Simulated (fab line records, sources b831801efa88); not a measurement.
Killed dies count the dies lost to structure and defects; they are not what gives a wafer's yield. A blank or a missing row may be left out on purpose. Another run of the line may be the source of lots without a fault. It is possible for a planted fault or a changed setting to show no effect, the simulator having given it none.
Struck lot and sound lot, side by side	flow sky130	15 out of 708 route steps
Sound: these wafers, L580.1, L580.2, L580.6. Wafers L588.2, L588.4, L588.5 were the ones struck. The cause is given at the end.
Per side, at each step with rows, come the tool, then ch with its chambers, and then its first start. Under that, the readings that differ: sound wafers	struck wafers	difference of the means	sigmas: that difference in standard deviations of wafers without a fault.
alike: same words and numbers on both sides, and readings whose means sit less than 2 such deviations apart. not compared: any withheld reading, any reading some wafer has no value for, any bound like >300 that may hide the same value, and any number with overlapping values for which the record gives no deviation.
The two part at a step that has a row with sigmas, a row that says differs or no value, or rows on one side only. Numbers that don't overlap but have no deviation are shown without sigmas and don't part them. A reading missing from all wafers of one side parts the sides only when that side holds two or more wafers.

first, 8 steps without rows for these wafers: SKY_LOCAL_INTERCONNECT_DEHYDRATE_03 (time 60 s); SKY_LOCAL_INTERCONNECT_HMDS_04 (prime time 60 s); SKY_LOCAL_INTERCONNECT_COAT_05 (resist thk 60 nm); SKY_LOCAL_INTERCONNECT_COAT_06 (resist thk 443.6 nm); SKY_LOCAL_INTERCONNECT_SOFTBAKE_07 (time 90 s); SKY_LOCAL_INTERCONNECT_EXPOSE_08 (exposes mask LI1M, target cd 170 nm); SKY_LOCAL_INTERCONNECT_PEB_09; SKY_LOCAL_INTERCONNECT_DEVELOP_10 (develop time 60 s).
SKY_LOCAL_INTERCONNECT_CD_MEAS_11: target cd 170 nm.
  sound on cd_sem-02, day 31 22:14; struck on cd_sem-01, day 34 18:32
  alike: cd_nm
SKY_LOCAL_INTERCONNECT_OVL_MEAS_12:
  sound on overlay-02, day 31 22:22; struck on overlay-02, day 34 18:38
  alike: LOCAL_INTERCONNECT_OVL
SKY_LOCAL_INTERCONNECT_ETCH_13: etches BARC in N2/H2, stops on SiO2, time 45.9 s, target depth 60 nm.
  sound on rie_metal-01 ch 0,1, day 31 22:23; struck on rie_metal-01 ch 0, day 34 18:40
  alike: drypump_motor_current_A, h2_flow_sccm, oes_product_au, throttle_valve_pct
  not compared: rf_hours_counter_h
SKY_LOCAL_INTERCONNECT_METAL_ETCH_14: etches TiN in Cl2/BCl3, stops on PSG, target depth 110 nm, time 31.4 s.
  sound on rie_metal-01 ch 0,1, day 31 22:28; struck on rie_metal-01 ch 0, day 34 18:43
  alike: drypump_motor_current_A, oes_product_au, throttle_valve_pct
  not compared: rf_hours_counter_h
SKY_LOCAL_INTERCONNECT_STRIP_15: strips in O2/N2.
  sound on plasma_asher-01 ch 0,1, day 31 22:31; struck on plasma_asher-03 ch 0,1, day 34 18:47
  no value came back on the struck wafers for any of 5 readings (chamber_pressure_mTorr (mTorr), drypump_motor_current_A (A) and others); on the sound wafers chamber_pressure_mTorr (mTorr) reads 1502.6 1499.2 1502.5
reading	sound	struck	difference	sigmas
model.KrF-thick_of_LOCAL_INTERCONNECT_COAT_06.thk_nm (nm)	0 0 0	341.5 343 341.7	+342.1	
  not compared: rf_hours_counter_h
then, 1 step without rows for these wafers: SKY_LOCAL_INTERCONNECT_STRIP_16 (strips in post etch residue remover, time 1200 s).
-- here the record skips 14 days between the struck wafers' starts before and after, leaving off in module LOCAL_INTERCONNECT and picking up in module PAD_OPEN (first step shown: number 708 of the route) --
SKY_PAD_OPEN_PROBE_99:
  sound on prober-01, day 47 00:11; struck on prober-01, day 49 00:31
reading	sound	struck	difference	sigmas
hold	- - -	await_dispo/1.8h/scrap await_dispo/1.8h/scrap await_dispo/1.8h/scrap	no value on the sound wafers	
killed_at_contacts	26 18 21	424 428 412	+400	+80
killed_dies	89 68 89	492 492 492	+410	+44
killed_on_rim	16 11 16	96 96 96	+82	+20
  alike: killed_at_M0_to_M3, killed_at_M4_up, killed_at_front_end, killed_at_other, killed_open, killed_short

== WHERE THEY PART ==
Last at SKY_PAD_OPEN_PROBE_99 as far as this record goes, first at SKY_LOCAL_INTERCONNECT_STRIP_15.

WHY: what the simulator had put in
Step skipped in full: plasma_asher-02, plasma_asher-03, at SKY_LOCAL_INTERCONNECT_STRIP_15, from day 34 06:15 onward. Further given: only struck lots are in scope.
